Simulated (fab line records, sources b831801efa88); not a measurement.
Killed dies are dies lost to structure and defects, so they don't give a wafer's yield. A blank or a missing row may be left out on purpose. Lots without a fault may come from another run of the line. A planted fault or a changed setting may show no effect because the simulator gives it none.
Problem report in the 8D (eight disciplines) form, filled by code | flow sky130 | the parts of the form that need people (team, actions taken, sign-off) are left out

1. THE PROBLEM
VT_ADJUST_NCORE_TW at SKY_VT_ADJUST_NCORE_TW_MEAS_11 reads a mean of 237.9 on 6 wafers of 2 lots; wafers without a fault read 217.6 with a standard deviation of 1.6. That is +13 standard deviations from the usual mean.
First seen on wafer L181.2, day 11 01:39, on film_metro-01. The record holds 39 wafers of 13 lots with a number at this step. Rule for "out", or "out of limits": more than 4 standard deviations from the usual mean. The other wafers with a number count as sound.

2. WHAT IT IS AND WHAT IT IS NOT
question                    | is                     | is not
which readings at this step | VT_ADJUST_NCORE_TW     | -
which lots                  | L181, L183             | L173, L174, L180, L188, L190, L191, L192, L193, L194, L195, L196
which wafers of those lots  | all that have a number | -
read on which gauges        | film_metro-01          | film_metro-02, film_metro-03
when                        | from day 11 01:39      | up to then (9 sound wafers); but 24 sound wafers of L188, L190, L191, L192, L193, L194, L195, L196 came after

3. SUSPECTS, AND WHAT RULES EACH OUT
Counting: a tool at a process step up to the reading stays a suspect if it ran every lot that is out and no sound lot after the first of them.
- the gauge at SKY_VT_ADJUST_NCORE_TW_MEAS_11: ruled out. All the wafers that are out were read on film_metro-01, but those of them that SKY_VT_ADJUST_NCORE_IMPLANT_09 has rows for are out there too, on other tools.
- implanter-02 at SKY_VT_ADJUST_NCORE_IMPLANT_09: kept. It ran every lot that is out, first L181 (day 11 01:25), and no sound lot after that; its last sound lot up to then is L180 (day 10 17:56). Its own readings are out on those wafers: beam_energy_keV.
Left after counting: implanter-02 at SKY_VT_ADJUST_NCORE_IMPLANT_09.

4. THE CAUSE (what the simulator had put in)
Process parameter drift: implanter-02, from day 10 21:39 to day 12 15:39, at SKY_VT_ADJUST_NCORE_IMPLANT_09. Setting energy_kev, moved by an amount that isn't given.
Counting left only this tool.

5. THE CHAIN OF EFFECTS, in route order
Each row: a reading whose mean over the struck wafers that have a number lies more than 3 standard deviations from the usual. Only readings for which the record gives a usual standard deviation are gone through. hours: the time from each lot's start at the first step in this table that gives one to its start at this step, as a median over the lots. sigmas: the change in usual standard deviations.
hours | step                           | reading            | usual  | on struck wafers | change | sigmas
0     | SKY_VT_ADJUST_NCORE_IMPLANT_09 | beam_energy_keV    | 10.000 | 14.361           | +4.361 | +99 or more
0     | SKY_VT_ADJUST_NCORE_TW_MEAS_11 | VT_ADJUST_NCORE_TW | 217.6  | 237.9            | +20.3  | +13
The process steps in it:
- SKY_VT_ADJUST_NCORE_IMPLANT_09
Later measuring or inspecting steps at which every struck wafer that the step has a row for has a number for every such reading, and none has moved that far: SKY_SONOS_TUNNEL_OVL_MEAS_08.

6. WHAT WOULD HAVE CAUGHT IT SOONER
In this record the first reading out of limits at a measuring or inspecting step was taken at day 11 01:39, 4 hours after the fault began at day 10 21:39.
The tool's own readings at SKY_VT_ADJUST_NCORE_IMPLANT_09 were out on every struck wafer that the step has a row for (beam_energy_keV): an alarm limit on them would have fired on the first of those.
Of the lots that are out (2), L183 began SKY_VT_ADJUST_NCORE_IMPLANT_09 on implanter-02 after day 11 01:39. A hold on the tool at that time would have spared it.
